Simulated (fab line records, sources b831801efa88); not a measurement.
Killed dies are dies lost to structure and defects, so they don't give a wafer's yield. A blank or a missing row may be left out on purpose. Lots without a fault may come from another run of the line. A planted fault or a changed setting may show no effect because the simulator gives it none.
fab line records | flow sky130
record lots=13 wafers=37 last_day=50
route steps=708 shown FIELD_ISO@28 NWELL@58 PAD_OPEN@708
lots that met no fault: from a run of the same line without faults
start_h: hours from the record's first day to the start of the lot's first wafer shown | wait_h: hours since the lot's step before | " the same as in the row above | L1.1+2: a row that stands for several wafers | - no value, or no start given | * or withheld: withheld | < > ~ a bound
route shown NAME@n: a module of which the file shows steps, and the number in the route of the first | usual: mean/standard deviation of fault-free wafers | same: alike in all rows | chamber/n: place in a boat | sites: the reading at each site | _std_site: their standard deviation | _edge_site: outer sites' mean less inner sites' | radius_mm: how far each site lies from the wafer's centre | mask NAME#n: copy n | behind: the tool/chamber that last shaped the wafer | hold: why the lot was held/for how many hours/how that ended | device: the transistor (n, p or np) that didn't switch | end of line: the same wafers' tests at the end of the route | a step without rows: its recipe alone | killed: dies lost to structure and defects at the first sort, not the wafer's yield | map: a wafer's dies, x killed, . not, _ none there
set.NAME: the setting as run; set.NAME@STEP: as run at that earlier step | model.NAME: the simulator's own value behind a step, which no gauge read
steps of the route over a sample of lots; a table a step, a row a wafer
services: from which hour (start_h, from the record's first day; less than 0 if before it) a tool's chamber was out of use, for how many hours, and why
## steps
# step SKY_FIELD_ISO_CMP_27
# recipe stop_on=Si3N4 t_overpolish_s=16 down_force_psi=4 platen_rpm=60 target_thk_nm=457.8 pad_velocity_m_s=0.94248
# usual head_pressure_psi=4.000/0.0078 motor_current_A=11.9/1.3 overpolish_run_s=16.000/0.0092 time_to_endpoint_s=112/6.9
# columns lot.wafer tool chamber start_h wait_h head_pressure_psi motor_current_A overpolish_run_s time_to_endpoint_s
L592.3 cmp-02 1 32.03 0.0 4.009 11.7 16.000 112
L592.1 " 2 " " 4.009 10.5 16.003 124
L592.6 " 1 " " 3.999 12.1 16.008 109
L593.2 cmp-02 0 38.18 0.1 4.009 13.7 16.003 111
L593.3 " 1 " " 4.005 11.5 16.000 115
L593.6 " 3 " " 4.004 10.1 16.001 119
L594.3 cmp-01 3 46.14 0.2 3.994 13.1 15.990 98
L594.2 " 0 " " 3.986 13.4 16.008 114
L594.5 " 1 " " 3.982 12.6 15.999 112
L595.4 cmp-02 3 49.08 0.1 3.997 9.8 16.011 125
L595.2 " 0 " " 4.008 13.3 15.985 112
L595.3 " 1 " " 3.988 12.2 16.004 120
L596.1 cmp-01 1 54.77 0.1 3.989 12.8 15.992 107
L596.5 " 2 " " 4.002 12.7 16.005 113
L596.6 " 3 " " 3.983 13.0 15.998 102
L597.3 cmp-02 0 60.84 0.1 3.995 12.7 15.997 115
L597.4 " 1 " " 3.997 12.7 16.014 120
L597.2 " 2 " " 3.995 10.7 15.981 126
L598.3 cmp-01 2 65.25 0.1 3.997 12.5 16.000 118
L598.2 " 3 " " 3.992 13.8 16.004 101
L598.1 " 0 " " 4.015 13.2 16.003 117
L599.4 cmp-02 1 70.00 0.0 4.001 12.5 16.007 112
L599.2 " 2 " " 3.997 11.1 15.989 119
L599.6 " 1 " " 3.996 12.8 16.003 108
L601.1 cmp-01 3 80.92 0.1 4.008 14.5 15.993 101
L601.5 " 3 " " 3.994 13.7 16.012 104
L602.4 cmp-02 2 86.43 0.1 4.000 10.6 16.007 117
L602.5 " 0 " " 4.001 13.1 15.994 102
L603.2 cmp-02 2 90.94 0.0 4.001 10.4 15.999 122
L603.3 " 0 " " 3.991 13.5 15.999 102
L603.5 " 3 " " 4.005 10.2 16.007 113
L612.2 cmp-01 0 138.57 0.1 4.008 12.6 15.992 116
L612.1 " 1 " " 4.018 12.4 15.983 114
L612.4 " 2 " " 4.007 12.7 16.003 116
L613.3 cmp-02 0 144.58 0.1 4.002 13.1 16.008 102
L613.2 " 1 " " 3.998 11.7 15.993 109
L613.6 " 2 " " 3.997 11.1 15.982 113
# step SKY_NWELL_COAT_05
# recipe spin_rpm=2000 resist_thk_nm=3000
# columns lot.wafer tool chamber start_h wait_h
L592.1+3+6 litho_track-01 0 76.10 0.1
L593.2+3+6 litho_track-04 0 85.25 0.1
L594.2+3+5 litho_track-01 0 91.22 0.1
L595.2+3+4 litho_track-01 0 95.87 0.1
L596.1+5+6 litho_track-04 0 101.33 0.1
L597.2+3+4 litho_track-01 0 108.67 0.1
L598.1+2+3 litho_track-04 0 114.13 0.1
L599.2+4+6 litho_track-01 0 120.12 0.1
L601.1+5 litho_track-01 0 130.20 0.1
L602.4+5 litho_track-01 0 138.17 0.1
L603.2+3+5 litho_track-02 0 140.98 0.1
L612.1+2+4 litho_track-02 0 192.66 0.1
L613.2+3+6 litho_track-04 0 199.60 0.1
# step SKY_NWELL_STRIP_14
# recipe chemistry=O2/N2 power_w=1400 pressure_mtorr=1500 platen_temp_c=withheld o2_flow_sccm=3000 n2_flow_sccm=300 overash_fraction=0.5
# usual drypump_motor_current_A=6.0/0.44 oes_product_au=0.722/0.0049 strip_time_to_endpoint_s=36.87/0.12
# same overash_fraction=0.5
# columns lot.wafer tool chamber start_h wait_h drypump_motor_current_A oes_product_au rf_hours_counter_h strip_time_to_endpoint_s
L592.1 plasma_asher-02 1 85.48 0.1 6.1 0.710 40 36.88
L592.3 " 1 " " 6.1 0.722 - 36.58
L592.6 " 0 " " 5.7 0.723 - 36.72
L593.2 plasma_asher-03 1 95.38 0.1 6.5 0.722 26 36.85
L593.3 " 0 " " 6.3 0.726 - 36.89
L593.6 " 0 " " 6.3 0.726 - 36.90
L594.2 plasma_asher-03 1 101.68 0.1 6.5 0.717 27 36.69
L594.3 " 0 " " 6.3 0.714 - 36.61
L594.5 " 1 " " 6.5 0.719 - 36.61
L595.2 plasma_asher-03 1 106.18 0.1 6.5 0.720 27 36.75
L595.3 " 0 " " 6.3 0.718 - 36.79
L595.4 " 1 " " 6.5 0.728 - 36.75
L596.1 plasma_asher-04 0 110.91 0.1 6.3 0.720 42 37.05
L596.5 " 0 " " 6.3 0.715 - 36.95
L596.6 " 1 " " 5.2 0.721 - 36.81
L597.2 plasma_asher-02 1 119.26 0.1 6.1 0.729 44 36.65
L597.3 " 0 " " 5.7 0.723 - 36.62
L597.4 " 1 " " 6.1 0.719 - 36.71
L598.1 plasma_asher-02 0 124.21 0.1 5.7 0.725 45 36.97
L598.2 " 1 " " 6.0 0.717 45 36.87
L598.3 " 0 " " 5.7 0.723 - 36.95
L599.2 plasma_asher-04 1 130.34 0.1 5.1 0.730 43 36.83
L599.4 " 0 " " 6.3 0.725 - 36.79
L599.6 " 0 " " 6.3 0.723 - 36.88
L601.1 plasma_asher-04 1 140.71 0.1 5.2 0.721 44 36.84
L601.5 " 0 " " 6.3 0.721 - 23.51
L602.4 plasma_asher-02 1 148.19 0.1 6.1 0.727 - 36.84
L602.5 " 1 " " 6.1 0.715 - 23.47
L603.2 plasma_asher-02 1 151.81 0.1 6.1 0.730 47 36.96
L603.3 " 0 " " 5.7 0.720 - 36.91
L603.5 " 1 " " 6.1 0.724 - 36.92
L612.1 plasma_asher-04 1 204.13 0.1 5.2 0.718 50 36.90
L612.2 " 0 " " 6.3 0.724 50 36.84
L612.4 " 0 " " 6.3 0.720 - 36.87
L613.2 plasma_asher-04 1 211.16 0.1 5.2 0.723 51 37.15
L613.3 " 1 " " 5.2 0.726 - 37.12
L613.6 " 0 " " 6.3 0.716 - 37.00
# step SKY_NWELL_RTA_28
# recipe temp_c=1050 time_s=30 idle_temp_c=650 ramp_up_c_per_s=150 ramp_down_c_per_s=90 ambient=N2
# usual lamp_power_pct=25.31/0.056 wafer_temp_C_max=1054.9/1
# columns lot.wafer tool chamber start_h wait_h lamp_power_pct wafer_temp_C_max
L592.1 rtp_anneal-01 0 104.43 0.0 25.27 1054.4
L592.3 " 0 " " 25.25 1054.9
L592.6 " 0 " " 25.39 1056.4
L593.2 rtp_anneal-02 0 115.16 0.0 25.36 1055.3
L593.3 " 0 " " 25.29 1056.6
L593.6 " 0 " " 25.37 1054.1
L594.2 rtp_anneal-02 0 121.21 0.0 25.38 1053.3
L594.3 " 0 " " 25.24 1054.4
L594.5 " 0 " " 25.22 1056.1
L595.2 rtp_anneal-01 0 125.64 0.0 25.34 1055.0
L595.3 " 0 " " 25.29 1057.8
L595.4 " 0 " " 25.35 1055.2
L596.1 rtp_anneal-02 0 131.08 0.0 25.28 1054.3
L596.5 " 0 " " 25.38 1055.2
L596.6 " 0 " " 25.36 1054.0
L597.2 rtp_anneal-02 0 139.22 0.0 25.26 1055.2
L597.3 " 0 " " 25.22 1055.7
L597.4 " 0 " " 25.28 1055.7
L598.1 rtp_anneal-01 0 143.75 0.0 25.38 1053.6
L598.2 " 0 " " 25.17 1054.6
L598.3 " 0 " " 25.27 1057.0
L599.2 rtp_anneal-01 0 150.19 0.0 25.31 1053.8
L599.4 " 0 " " 25.33 1055.1
L599.6 " 0 " " 25.33 1054.6
L601.1 rtp_anneal-02 0 160.85 0.0 25.29 1056.5
L601.5 " 0 " " 25.28 1056.2
L602.4 rtp_anneal-02 0 168.96 0.1 25.28 1054.4
L602.5 " 0 " " 25.23 1054.7
L603.2 rtp_anneal-01 0 173.32 0.0 25.34 1054.3
L603.3 " 0 " " 25.41 1055.3
L603.5 " 0 " " 25.35 1054.4
L612.1 rtp_anneal-02 0 227.47 0.0 25.35 1055.9
L612.2 " 0 " " 25.23 1053.4
L612.4 " 0 " " 25.38 1056.8
L613.2 rtp_anneal-01 0 234.71 0.0 25.32 1054.8
L613.3 " 0 " " 25.29 1054.4
L613.6 " 0 " " 25.26 1054.1
# step SKY_NWELL_RS_MEAS_29
# recipe thk_meas_gauge=four-point-probe
# usual NWELL_RS=624.7/1.5
# columns lot.wafer tool chamber start_h wait_h NWELL_RS[ohm/sq]
L592.1 film_metro-01 - 104.53 0.1 623.1
L592.3 " - " " 625.8
L592.6 " - " " 625.1
L593.2 film_metro-01 - 115.27 0.1 623.4
L593.3 " - " " 626.1
L593.6 " - " " 626.8
L594.2 film_metro-03 - 121.31 0.1 622.6
L594.3 " - " " 623.5
L594.5 " - " " 624.0
L595.2 film_metro-03 - 125.75 0.1 627.5
L595.3 " - " " 624.7
L595.4 " - " " 626.2
L596.1 film_metro-02 - 131.18 0.1 624.3
L596.5 " - " " 624.7
L596.6 " - " " 623.3
L597.2 film_metro-01 - 139.32 0.1 626.9
L597.3 " - " " 628.0
L597.4 " - " " 627.7
L598.1 film_metro-01 - 143.85 0.1 626.6
L598.2 " - " " 626.5
L598.3 " - " " 626.9
L599.2 film_metro-02 - 150.30 0.1 623.8
L599.4 " - " " 624.1
L599.6 " - " " 622.9
L601.1 film_metro-02 - 160.95 0.1 626.2
L601.5 " - " " 625.1
L602.4 film_metro-01 - 169.07 0.1 626.8
L602.5 " - " " 625.4
L603.2 film_metro-03 - 173.43 0.1 623.7
L603.3 " - " " 623.1
L603.5 " - " " 624.0
L612.1 film_metro-03 - 227.57 0.1 625.3
L612.2 " - " " 625.2
L612.4 " - " " 625.1
L613.2 film_metro-03 - 234.81 0.1 626.6
L613.3 " - " " 626.3
L613.6 " - " " 624.7
# step SKY_PAD_OPEN_PROBE_99
# usual killed_at_M0_to_M3=43/6.7 killed_at_M4_up=3.2/2.1 killed_at_contacts=25/5.9 killed_at_front_end=16/4.7 killed_at_other=0.3/0.54 killed_dies=87/9.8 killed_on_rim=17/3.7 killed_open=47/6.7 killed_short=40/6.5
# same gross_dies=492 killed_at_back_side=0
# columns lot.wafer tool chamber start_h wait_h killed_at_M0_to_M3 killed_at_M4_up killed_at_contacts killed_at_front_end killed_at_other killed_dies killed_on_rim killed_open killed_short
L592.1 prober-02 - 1089.26 0.1 41 2 19 17 0 79 14 52 27
L592.3 prober-02 - 1089.36 0.2 41 5 26 10 0 82 16 40 42
L592.6 prober-02 - 1089.51 0.2 55 3 30 15 0 103 21 56 47
L593.2 prober-01 - 1096.96 0.1 41 3 27 24 0 95 18 57 38
L593.3 prober-01 - 1097.01 0.2 47 3 28 24 0 102 18 59 43
L593.6 prober-01 - 1097.16 0.2 52 3 22 13 0 90 20 42 47
L595.2 prober-02 - 1101.56 0.1 42 5 27 14 0 88 18 45 43
L595.3 prober-02 - 1101.61 0.2 47 2 26 9 0 84 21 51 33
L595.4 prober-02 - 1101.66 0.2 40 0 21 18 0 79 16 48 31
L594.2 prober-01 - 1106.30 0.1 33 3 22 22 2 82 19 39 43
L594.3 prober-01 - 1106.35 0.2 32 4 16 23 0 75 11 37 38
L594.5 prober-01 - 1106.45 0.2 42 5 30 11 0 88 21 46 42
L596.1 prober-02 - 1108.55 0.1 45 3 31 16 0 95 16 41 54
L596.5 prober-02 - 1108.75 0.2 47 2 21 12 0 82 17 52 30
L596.6 prober-02 - 1108.80 0.2 37 1 31 14 1 84 15 50 34
L597.2 prober-01 - 1114.56 0.1 44 5 22 10 0 81 14 46 35
L597.3 prober-01 - 1114.61 0.2 50 9 25 7 0 91 19 42 49
L597.4 prober-01 - 1114.66 0.2 37 2 18 12 1 70 16 38 32
L598.1 prober-02 - 1119.24 0.1 42 7 27 6 0 82 19 45 36
L598.2 prober-02 - 1119.29 0.1 46 4 21 17 0 88 14 42 44
L598.3 prober-02 - 1119.34 0.2 63 0 22 14 0 99 26 60 38
L599.2 prober-01 - 1126.76 0.1 34 6 36 15 0 91 20 44 47
L599.4 prober-01 - 1126.86 0.2 36 4 16 21 0 77 14 36 39
L599.6 prober-01 - 1126.96 0.2 42 9 30 19 0 100 21 56 42
L601.1 prober-01 - 1137.29 0.1 50 2 13 16 0 81 15 35 46
L601.5 prober-01 - 1137.49 0.2 43 0 26 16 0 85 12 51 34
L602.4 prober-02 - 1145.28 0.2 39 5 24 18 0 86 14 49 35
L602.5 prober-02 - 1145.33 0.2 47 8 29 13 0 97 20 44 52
L603.2 prober-01 - 1148.45 0.1 43 2 19 11 0 75 15 37 38
L603.3 prober-01 - 1148.50 0.2 32 2 16 15 0 65 10 34 31
L603.5 prober-01 - 1148.60 0.2 33 4 15 12 0 64 11 31 32
L612.1 prober-02 - 1188.85 0.1 40 4 22 15 0 81 19 41 40
L612.2 prober-02 - 1188.90 0.1 45 3 32 10 0 90 20 44 46
L612.4 prober-02 - 1189.00 0.2 45 2 31 8 0 86 18 46 40
L613.2 prober-01 - 1197.80 0.1 37 2 20 8 1 68 17 33 35
L613.3 prober-01 - 1197.85 0.2 43 5 17 12 1 78 13 39 39
L613.6 prober-01 - 1198.00 0.2 53 1 12 20 2 88 14 44 42
# killed by level:class
L592.1 CONTACT:geometric_particle:open=14 METAL1:geometric_particle:short=9 VIA1:geometric_particle:open=8 POLY_GATE:geometric_particle:open=7 VIA2:geometric_particle:open=7 POLY_GATE:geometric_particle:short=4 VIA3:geometric_particle:open=4 FIELD_ISO:geometric_particle:open=3
L592.3 CONTACT:geometric_particle:open=13 METAL1:geometric_particle:short=8 METAL2:geometric_particle:short=8 LI_CONTACT:geometric_particle:open=6 VIA3:geometric_particle:open=6 POLY_GATE:geometric_particle:short=5 VIA1:geometric_particle:open=5 METAL4:geometric_particle:short=5
L592.6 LI_CONTACT:geometric_particle:open=10 VIA1:geometric_particle:open=10 CONTACT:geometric_particle:short=7 CONTACT:geometric_particle:open=7 VIA2:geometric_particle:open=6 METAL1:geometric_particle:short=6 METAL3:geometric_particle:short=6 VIA3:geometric_particle:open=6
L593.2 LI_CONTACT:geometric_particle:open=11 VIA1:geometric_particle:open=11 POLY_GATE:geometric_particle:open=8 CONTACT:geometric_particle:open=8 VIA3:geometric_particle:open=8 METAL1:geometric_particle:short=6 CONTACT:geometric_particle:short=5 FIELD_ISO:geometric_particle:short=4
L593.3 LI_CONTACT:geometric_particle:open=11 VIA1:geometric_particle:open=11 VIA2:geometric_particle:open=10 VIA3:geometric_particle:open=7 CONTACT:geometric_particle:open=7 FIELD_ISO:geometric_particle:short=6 FIELD_ISO:geometric_particle:open=5 POLY_GATE:geometric_particle:short=5
L593.6 LI_CONTACT:geometric_particle:open=10 METAL1:geometric_particle:short=9 VIA1:geometric_particle:open=8 VIA1:geometric_particle:short=6 VIA3:geometric_particle:open=6 POLY_GATE:geometric_particle:short=4 METAL2:geometric_particle:short=4 METAL3:geometric_particle:short=4
L595.2 VIA1:geometric_particle:open=12 CONTACT:geometric_particle:open=10 FIELD_ISO:geometric_particle:open=6 CONTACT:geometric_particle:short=6 METAL1:geometric_particle:short=6 VIA1:geometric_particle:short=6 LOCAL_INTERCONNECT:geometric_particle:short=5 VIA2:geometric_particle:open=5
L595.3 VIA1:geometric_particle:open=16 CONTACT:geometric_particle:open=12 VIA2:geometric_particle:open=6 LI_CONTACT:geometric_particle:open=6 FIELD_ISO:geometric_particle:short=5 VIA1:geometric_particle:short=5 METAL2:geometric_particle:short=5 VIA3:geometric_particle:open=4
L595.4 VIA1:geometric_particle:open=10 CONTACT:geometric_particle:open=9 VIA3:geometric_particle:open=9 POLY_GATE:geometric_particle:short=5 POLY_GATE:geometric_particle:open=5 LI_CONTACT:geometric_particle:open=5 METAL2:geometric_particle:short=5 FIELD_ISO:geometric_particle:short=4
L594.2 FIELD_ISO:geometric_particle:open=9 LI_CONTACT:geometric_particle:open=7 FIELD_ISO:geometric_particle:short=6 CONTACT:geometric_particle:open=6 METAL1:geometric_particle:short=5 VIA1:geometric_particle:open=5 VIA1:geometric_particle:short=5 METAL2:geometric_particle:short=5
L594.3 FIELD_ISO:geometric_particle:open=9 FIELD_ISO:geometric_particle:short=9 VIA1:geometric_particle:open=8 VIA1:geometric_particle:short=7 LI_CONTACT:geometric_particle:open=7 CONTACT:geometric_particle:open=5 POLY_GATE:geometric_particle:short=4 METAL1:geometric_particle:short=4
L594.5 CONTACT:geometric_particle:open=10 LI_CONTACT:geometric_particle:open=9 VIA1:geometric_particle:open=9 VIA2:geometric_particle:short=7 LOCAL_INTERCONNECT:geometric_particle:short=5 VIA1:geometric_particle:short=5 VIA2:geometric_particle:open=4 METAL2:geometric_particle:short=4
L596.1 VIA1:geometric_particle:open=10 METAL1:geometric_particle:short=10 CONTACT:geometric_particle:open=9 CONTACT:geometric_particle:short=7 METAL2:geometric_particle:short=7 VIA2:geometric_particle:open=7 LI_CONTACT:geometric_particle:short=5 LI_CONTACT:geometric_particle:open=5
L596.5 VIA1:geometric_particle:open=13 METAL1:geometric_particle:short=8 VIA3:geometric_particle:open=8 CONTACT:geometric_particle:open=7 VIA2:geometric_particle:open=7 LI_CONTACT:geometric_particle:open=6 CONTACT:geometric_particle:short=5 FIELD_ISO:geometric_particle:open=4
L596.6 LI_CONTACT:geometric_particle:open=9 CONTACT:geometric_particle:open=9 VIA1:geometric_particle:open=8 LOCAL_INTERCONNECT:geometric_particle:short=6 FIELD_ISO:geometric_particle:open=5 VIA2:geometric_particle:open=5 VIA3:geometric_particle:open=5 CONTACT:geometric_particle:short=4
L597.2 LI_CONTACT:geometric_particle:open=10 VIA1:geometric_particle:short=10 VIA2:geometric_particle:open=9 CONTACT:geometric_particle:open=7 VIA3:geometric_particle:open=6 VIA1:geometric_particle:open=5 METAL4:geometric_particle:short=5 CONTACT:geometric_particle:short=4
L597.3 VIA1:geometric_particle:open=17 METAL1:geometric_particle:short=9 LI_CONTACT:geometric_particle:open=8 CONTACT:geometric_particle:short=7 METAL4:geometric_particle:short=6 VIA1:geometric_particle:short=5 LI_CONTACT:geometric_particle:short=4 VIA2:geometric_particle:open=4
L597.4 LI_CONTACT:geometric_particle:open=7 VIA3:geometric_particle:open=7 VIA2:geometric_particle:open=7 VIA1:geometric_particle:short=6 METAL1:geometric_particle:short=5 CONTACT:geometric_particle:open=5 VIA1:geometric_particle:open=4 FIELD_ISO:geometric_particle:open=3
L598.1 LI_CONTACT:geometric_particle:open=13 VIA1:geometric_particle:open=13 VIA3:geometric_particle:open=6 METAL4:geometric_particle:short=6 METAL2:geometric_particle:short=5 CONTACT:geometric_particle:short=5 LI_CONTACT:geometric_particle:short=5 METAL1:geometric_particle:short=5
L598.2 VIA1:geometric_particle:open=10 LI_CONTACT:geometric_particle:open=7 CONTACT:geometric_particle:open=7 METAL1:geometric_particle:short=6 METAL2:geometric_particle:short=6 VIA3:geometric_particle:open=5 VIA1:geometric_particle:short=5 POLY_GATE:geometric_particle:short=4
L598.3 VIA1:geometric_particle:open=15 METAL1:geometric_particle:short=11 VIA2:geometric_particle:open=10 CONTACT:geometric_particle:open=9 VIA3:geometric_particle:open=8 LI_CONTACT:geometric_particle:open=7 METAL2:geometric_particle:short=7 VIA1:geometric_particle:short=5
L599.2 CONTACT:geometric_particle:open=10 CONTACT:geometric_particle:short=9 LOCAL_INTERCONNECT:geometric_particle:short=8 VIA1:geometric_particle:open=8 VIA1:geometric_particle:short=8 LI_CONTACT:geometric_particle:open=7 VIA3:geometric_particle:open=7 POLY_GATE:geometric_particle:open=5
L599.4 METAL1:geometric_particle:short=9 VIA1:geometric_particle:open=6 VIA2:geometric_particle:open=6 POLY_GATE:geometric_particle:short=5 LOCAL_INTERCONNECT:geometric_particle:short=5 METAL3:geometric_particle:short=5 VIA3:geometric_particle:open=5 FIELD_ISO:geometric_particle:open=4
L599.6 VIA1:geometric_particle:open=13 CONTACT:geometric_particle:open=9 LI_CONTACT:geometric_particle:open=8 METAL4:geometric_particle:short=7 CONTACT:geometric_particle:short=6 VIA2:geometric_particle:open=5 VIA3:geometric_particle:open=5 FIELD_ISO:geometric_particle:open=4
L601.1 VIA1:geometric_particle:short=9 VIA1:geometric_particle:open=9 VIA2:geometric_particle:short=6 METAL1:geometric_particle:short=5 METAL2:geometric_particle:short=5 POLY_GATE:geometric_particle:open=4 POLY_GATE:geometric_particle:short=4 CONTACT:geometric_particle:open=4
L601.5 VIA1:geometric_particle:open=15 CONTACT:geometric_particle:open=11 LI_CONTACT:geometric_particle:open=8 VIA2:geometric_particle:open=6 METAL1:geometric_particle:short=5 METAL3:geometric_particle:short=4 FIELD_ISO:geometric_particle:short=4 FIELD_ISO:geometric_particle:open=4
L602.4 VIA1:geometric_particle:open=12 CONTACT:geometric_particle:open=10 FIELD_ISO:geometric_particle:open=6 POLY_GATE:geometric_particle:open=5 LI_CONTACT:geometric_particle:open=5 METAL3:geometric_particle:short=5 VIA3:geometric_particle:open=5 CONTACT:geometric_particle:short=4
L602.5 VIA1:geometric_particle:open=12 LI_CONTACT:geometric_particle:open=11 METAL1:geometric_particle:short=8 LOCAL_INTERCONNECT:geometric_particle:short=6 CONTACT:geometric_particle:short=6 CONTACT:geometric_particle:open=6 VIA1:geometric_particle:short=5 METAL2:geometric_particle:short=5
L603.2 CONTACT:geometric_particle:open=8 VIA1:geometric_particle:short=8 METAL1:geometric_particle:short=7 LI_CONTACT:geometric_particle:open=6 VIA2:geometric_particle:short=6 VIA1:geometric_particle:open=5 VIA3:geometric_particle:open=5 FIELD_ISO:geometric_particle:open=4
L603.3 FIELD_ISO:geometric_particle:open=6 METAL1:geometric_particle:short=6 VIA1:geometric_particle:open=6 VIA3:geometric_particle:open=6 POLY_GATE:geometric_particle:short=5 LOCAL_INTERCONNECT:geometric_particle:short=5 LI_CONTACT:geometric_particle:open=3 CONTACT:geometric_particle:open=3
L603.5 CONTACT:geometric_particle:open=8 VIA1:geometric_particle:open=6 FIELD_ISO:geometric_particle:short=4 POLY_GATE:geometric_particle:open=4 METAL1:geometric_particle:short=4 VIA2:geometric_particle:open=4 VIA3:geometric_particle:open=4 POLY_GATE:geometric_particle:short=3
L612.1 VIA1:geometric_particle:open=11 LI_CONTACT:geometric_particle:open=6 VIA1:geometric_particle:short=6 VIA2:geometric_particle:open=6 CONTACT:geometric_particle:short=6 CONTACT:geometric_particle:open=6 FIELD_ISO:geometric_particle:open=5 FIELD_ISO:geometric_particle:short=5
L612.2 CONTACT:geometric_particle:open=10 LI_CONTACT:geometric_particle:open=9 VIA1:geometric_particle:open=9 METAL1:geometric_particle:short=7 CONTACT:geometric_particle:short=7 VIA3:geometric_particle:open=6 METAL2:geometric_particle:short=5 VIA2:geometric_particle:open=5
L612.4 VIA1:geometric_particle:open=12 CONTACT:geometric_particle:open=8 LI_CONTACT:geometric_particle:short=6 VIA2:geometric_particle:open=6 VIA3:geometric_particle:open=6 LI_CONTACT:geometric_particle:open=5 LOCAL_INTERCONNECT:geometric_particle:short=5 CONTACT:geometric_particle:short=5
L613.2 METAL2:geometric_particle:short=9 LI_CONTACT:geometric_particle:open=6 VIA1:geometric_particle:open=6 CONTACT:geometric_particle:open=5 VIA3:geometric_particle:open=5 CONTACT:geometric_particle:short=4 METAL1:geometric_particle:short=4 VIA2:geometric_particle:open=4
L613.3 VIA1:geometric_particle:open=7 VIA3:geometric_particle:open=7 LI_CONTACT:geometric_particle:open=6 METAL2:geometric_particle:short=5 VIA2:geometric_particle:open=5 VIA2:geometric_particle:short=5 FIELD_ISO:geometric_particle:short=4 VIA1:geometric_particle:short=4
L613.6 VIA1:geometric_particle:open=11 METAL1:geometric_particle:short=7 FIELD_ISO:geometric_particle:short=6 METAL2:geometric_particle:short=6 VIA3:geometric_particle:open=6 VIA2:geometric_particle:open=5 FIELD_ISO:geometric_particle:open=4 LI_CONTACT:geometric_particle:open=4
## services
# columns tool chamber start_h hours kind
cmp-02 - 9.03 6.2 pm
cmp-02 - 26.07 1.4 repair
plasma_asher-03 - 61.59 1.3 repair
cmp-02 - 64.00 4.0 pm
cmp-02 - 68.00 - consumable_replace:conditioner
cmp-02 - 68.00 - consumable_replace:pad
cmp-01 - 82.68 4.2 pm
cmp-02 - 91.76 1.5 repair
litho_track-01 - 120.61 - consumable_replace:filter
plasma_asher-04 - 120.87 2.1 repair
cmp-01 - 145.93 0.5 repair
cmp-01 - 226.96 0.6 repair
cmp-01 - 232.24 4.0 pm
## key
first_sign step=SKY_NWELL_STRIP_14 reading=strip_time_to_endpoint_s direction=down sigmas=99+ usual=* struck=*
effect none on later readings
met_at SKY_NWELL_COAT_05
struck_lots L601,L602
struck_wafers L601.5,L602.5
tester_left_out L601,L602
not_acting_at SKY_FIELD_ISO_CMP_27,SKY_NWELL_RTA_28,SKY_NWELL_RS_MEAS_29
onset_between 120.12 130.20
fault kind=process_parameter_drift tool=litho_track-01 chamber=- onset_h=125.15 steps=SKY_NWELL_COAT_05 channel=resist_thk_nm offset=-1157 shape=step end_h=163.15 scope=struck_wafers_only acts_in=these_recipes_only stated=3000
# tester_left_out: of these lots the tester's yield and bins aren't shown, on N5 and GAA mostly nor the transistor test; their killed dies are dies lost to structure and defects alone, not to doping, threshold or leakage, so they don't give the yield
